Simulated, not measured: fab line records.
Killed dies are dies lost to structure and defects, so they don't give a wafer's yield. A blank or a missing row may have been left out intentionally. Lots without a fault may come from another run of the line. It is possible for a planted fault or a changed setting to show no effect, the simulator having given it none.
One fault seen from 2 desks / flow sky130 / what lay behind the numbers comes last; until then each desk has only its own

FOR THE TOOL OWNER'S DESK: krf-scanner-02
The tool's own readings at SKY_METAL3_EXPOSE_10 (exposes mask MM3, target cd 300 nm): means of the sampled wafers that have a number, for each lot that ran on this tool. Any lot whose mean is over 4 standard deviations away from the usual mean is out of limits and marked OUT; that distance is given in the brackets.
Columns: A = exposure-dose-mJ-cm2 at SKY_METAL3_EXPOSE_10, usual 27.998
lot=L977; first seen here=day 39 00:53; A=27.962
lot=L978; first seen here=day 39 01:57; A=28.001
lot=L984; first seen here=day 40 23:14; A=27.985
lot=L987; first seen here=day 41 07:15; A=27.995
lot=L992; first seen here=day 42 09:55; A=23.935 (-99 or more) OUT
lot=L994; first seen here=day 43 02:20; A=24.722 (-99 or more) OUT
Finding of this desk: L992, L994 out of limits; the first was L992 at day 42 09:55, on exposure-dose-mJ-cm2 at SKY_METAL3_EXPOSE_10. L977, L978, L984, L987 stayed within limits.

AT THE METROLOGY DESK
Lot by lot, what the gauges showed, no matter which tool ran the lot: averages of those sampled wafers that carry a number. Any lot whose mean is over 4 standard deviations away from the usual mean is out of limits and marked OUT; that distance is given in the brackets.
Columns: A = cd-nm at SKY_METAL3_CD_MEAS_13, usual 300.2 nm
lot=L977; first seen here=day 39 13:00; A=300.4
lot=L978; first seen here=day 39 14:38; A=299.9
lot=L979; first seen here=day 39 16:12; A=297.5
lot=L982; first seen here=day 41 09:49; A=299.9
lot=L984; first seen here=day 41 12:01; A=303.7
lot=L983; first seen here=day 41 12:22; A=301.0
lot=L987; first seen here=day 41 18:26; A=300.6
lot=L992; first seen here=day 42 19:59; A=328.1 (+20) OUT
lot=L994; first seen here=day 43 13:07; A=321.8 (+15) OUT
lot=L996; first seen here=day 44 06:31; A=300.9
lot=L997; first seen here=day 44 09:56; A=297.5
Finding of this desk: L992, L994 out of limits; the first was L992 at day 42 19:59, on cd-nm at SKY_METAL3_CD_MEAS_13. L977, L978, L979, L982, L984, L983, L987, L996, L997 stayed within limits.

ALL TOGETHER
The tool owner's desk had the chance to raise an alarm at day 42 09:55 on L992, L994.
L992, L994 would have let the metrology desk raise an alarm at day 42 19:59.
Of the lots named, all ran SKY_METAL3_EXPOSE_10 on krf-scanner-02.

WHAT THE SIMULATOR HAD INSERTED
Process parameter drift: krf-scanner-02, from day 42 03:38 on, at SKY_METAL3_EXPOSE_10. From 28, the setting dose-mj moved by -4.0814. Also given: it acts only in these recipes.
Shown lots that were struck: L992, L994.
Counting hours from when the fault started, the first reading out of limits came at 6 for the tool owner's desk and at 16 for the metrology desk.
